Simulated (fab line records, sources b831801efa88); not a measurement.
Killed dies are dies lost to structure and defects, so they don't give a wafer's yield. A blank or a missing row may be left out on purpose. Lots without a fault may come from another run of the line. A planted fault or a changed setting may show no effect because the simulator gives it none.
Problem report in the 8D (eight disciplines) form, filled by code | flow sfq_line | the parts of the form that need people (team, actions taken, sign-off) are left out

1. THE PROBLEM
run_length_s at SFQ_TRILAYER_I3_VIA_BARC_OPEN_VIA_ETCH_121 reads a mean of 77.3 s on 4 wafers of 3 lots; wafers without a fault read 70.2 s with a standard deviation of 0.37. That is +19 standard deviations from the usual mean.
The step: etches BARC in O2, target depth 125 nm, time 41.7 s.
First seen on wafer L457.2, day 40 01:34, on rie_diel-02. The record holds 18 wafers of 7 lots with a number at this step. Rule for "out", or "out of limits": more than 4 standard deviations from the usual mean. The other wafers with a number count as sound.

2. WHAT IT IS AND WHAT IT IS NOT
question                    | is                             | is not
which readings at this step | run_length_s, oes_product_au   | drypump_motor_current_A
which lots                  | L457, L461, L462               | L451, L469, L471, L472
which wafers of those lots  | L457.2, L461.2, L461.5, L462.2 | L457.3, L462.3
read on which tools         | rie_diel-02                    | rie_diel-01, rie_diel-04
when                        | from day 40 01:34              | up to then (4 sound wafers); but 10 sound wafers of L462, L469, L471, L472 came after

3. SUSPECTS, AND WHAT RULES EACH OUT
Counting: a tool at a process step up to the reading stays a suspect if it ran every lot that is out. Sound lots after the first of them don't rule it out here, since some wafers of a struck lot are sound.
- rie_diel-02 at SFQ_TRILAYER_I3_VIA_BARC_OPEN_VIA_ETCH_121 (etches BARC in O2, target depth 125 nm, time 41.7 s): kept. It ran every lot that is out, first L457 (day 40 01:34). Its own readings are out on those wafers: oes_product_au, run_length_s.
- Within rie_diel-02 at SFQ_TRILAYER_I3_VIA_BARC_OPEN_VIA_ETCH_121: the wafers that are out ran in chambers 0, 2, 3; their sound lot-mates ran in chamber 1.
Left after counting: rie_diel-02 at SFQ_TRILAYER_I3_VIA_BARC_OPEN_VIA_ETCH_121.

4. THE CAUSE (what the simulator had put in)
Process parameter drift: rie_diel-02, from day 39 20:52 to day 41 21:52, at SFQ_TRILAYER_I3_VIA_BARC_OPEN_VIA_ETCH_121. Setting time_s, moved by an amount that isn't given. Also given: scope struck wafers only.
Counting left only this tool.

5. THE CHAIN OF EFFECTS, in route order
Each row: a reading whose mean over the struck wafers that have a number lies more than 3 standard deviations from the usual. Only readings for which the record gives a usual standard deviation are gone through. hours: the time from each lot's start at the first step in this table that gives one to its start at this step, as a median over the lots. sigmas: the change in usual standard deviations.
hours | step                                       | reading        | usual      | on struck wafers | change | sigmas
0     | SFQ_TRILAYER_I3_VIA_BARC_OPEN_VIA_ETCH_121 | oes_product_au | 0.685 a.u. | 0.641            | -0.044 | -9.2
0     | SFQ_TRILAYER_I3_VIA_BARC_OPEN_VIA_ETCH_121 | run_length_s   | 70.2 s     | 77.3             | +7.1   | +19
The process steps in it:
- SFQ_TRILAYER_I3_VIA_BARC_OPEN_VIA_ETCH_121: etches BARC in O2, target depth 125 nm, time 41.7 s.

6. WHAT WOULD HAVE CAUGHT IT SOONER
In this record the first reading out of limits was taken at day 40 01:34, 5 hours after the fault began at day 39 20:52.
